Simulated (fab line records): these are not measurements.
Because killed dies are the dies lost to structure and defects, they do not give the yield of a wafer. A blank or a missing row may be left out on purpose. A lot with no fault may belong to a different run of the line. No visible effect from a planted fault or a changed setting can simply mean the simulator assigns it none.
Which of the tools did it? -- flow sfq-line -- 21 wafers from 7 lots sampled at 2 of the route's 325 steps

## WHAT EACH GAUGE READ, for each wafer
SFQ_M1_OVL_MEAS_911.
lot,measured,on,M1_OVL (nm)
L193,day 24 01:55,overlay-02,-5 8 7
L197,day 24 13:55,overlay-02,2 3 -2
L206,day 31 11:16,overlay-01,7 2 4
L209,day 32 08:53,overlay-01,-6 -3 3
L211,day 33 03:45,overlay-01,-9 0 -7
L213,day 33 10:57,overlay-01,2 0 1
L215,day 33 21:45,overlay-01,-2 -1 -5

## EACH LOT AND THE TOOL THAT RAN IT (in order: tool; ch and the chambers of the sampled wafers; start)
lot,SFQ_TRILAYER_L0_STRIP_STRIP_009
L193,"rie-metal-02 ch 0,1, day 4 05:05"
L197,"rie-metal-03 ch 0,1, day 4 11:05"
L206,"rie-metal-04 ch 0,1, day 7 23:12"
L209,"rie-metal-03 ch 0,1, day 8 17:04"
L211,"rie-metal-04 ch 1, day 9 03:54"
L213,"rie-metal-02 ch 0,1, day 9 14:42"
L215,"rie-metal-02 ch 1, day 10 03:54"
- SFQ_TRILAYER_L0_STRIP_STRIP_009: strips in O2.

## THE ANSWER, worked out from the rows above alone
Rule: the usual values come from the lots themselves. Put in order of their means at a reading, lots are off if they are a third of the lots or fewer, leave a main group of 4 or more, and stand apart from it by a gap of 3 or more times the standard deviation of the main group's means; of several such gaps the widest counts. A main group whose means are all the same, to the digits that the tables above print for the reading, isn't used. Also off: a lot with no number at a reading for which 4 or more lots have one. Any other lot the step has rows for is counted as sound.
No lot is off at any reading shown: from this, nothing can be told.

## WHAT THE SIMULATOR HAD INSERTED
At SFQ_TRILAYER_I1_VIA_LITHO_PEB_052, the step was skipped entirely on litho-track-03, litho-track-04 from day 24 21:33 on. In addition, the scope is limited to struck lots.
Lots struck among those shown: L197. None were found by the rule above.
